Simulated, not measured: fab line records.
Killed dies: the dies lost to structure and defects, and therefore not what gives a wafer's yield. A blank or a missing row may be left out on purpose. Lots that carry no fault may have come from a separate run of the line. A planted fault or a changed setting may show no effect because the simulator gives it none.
Which tool did it? -- flow sky130 -- 7 lots with 21 wafers sampled at 2 steps, on a route of 708 steps

== WHAT EACH GAUGE READ, for each wafer ==
SKY_DNWELL_TW_MEAS_09.
lot,measured,on,DNWELL_TW
L722,day 3 17:05,film-metro-03,1084 1082 1081
L724,day 4 00:09,film-metro-03,1098 1088 1093
L726,day 4 08:32,film-metro-01,1099 1102 1101
L730,day 5 04:15,film-metro-03,1087 1084 1092
L732,day 5 13:50,film-metro-01,1090 1092 1094
L740,day 7 10:37,film-metro-03,519 527 521
L743,day 8 05:23,film-metro-02,535 542 544

== EACH LOT AND THE TOOL THAT RAN IT (in order: tool; ch and the chambers of the sampled wafers; start) ==
lot,SKY_DNWELL_DEVELOP_06
L722,"litho-track-03 ch 0, day 3 16:00"
L724,"litho-track-02 ch 0, day 3 23:00"
L726,"litho-track-02 ch 0, day 4 08:00"
L730,"litho-track-01 ch 0, day 5 03:00"
L732,"litho-track-03 ch 0, day 5 13:00"
L740,"litho-track-02 ch 0, day 7 10:00"
L743,"litho-track-02 ch 0, day 8 04:00"
- SKY_DNWELL_DEVELOP_06: develop time 60 s.

== THE ANSWER, worked out from the rows above alone ==
Rule: usual is defined by the lots themselves. Put in order of their means at a reading, lots are off if they are a third of the lots or fewer, leave a main group of 4 or more, and stand apart from it by a gap of 3 or more times the standard deviation of the main group's means; of several such gaps the widest counts. The tables above print the reading to a certain number of digits; a main group whose means all agree to those digits is not used. Also off: a lot with no number at a reading for which 4 or more lots have one. Any other lot the step has rows for is counted as sound.
Off: L740, L743, seen at SKY_DNWELL_TW_MEAS_09 (DNWELL_TW). For the main group the mean is 1091 and the standard deviation 6.1.
If a tool, at a process step before that reading, ran all the lots that are off and no sound lot after the first of them, it fits. Those tools and the gauges at SKY_DNWELL_TW_MEAS_09 are tried in the same way. One fits: SKY_DNWELL_DEVELOP_06 on litho-track-02. Its last sound lot is L726 (day 4 08:00), its first lot that is off L740 (day 7 10:00): a fault that began between those two fits.

== WHAT THE SIMULATOR HAD PUT IN ==
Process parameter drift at SKY_DNWELL_DEVELOP_06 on litho-track-02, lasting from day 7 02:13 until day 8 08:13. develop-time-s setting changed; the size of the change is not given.
Lots struck among those shown: L740, L743. This agrees with what the rule above found.
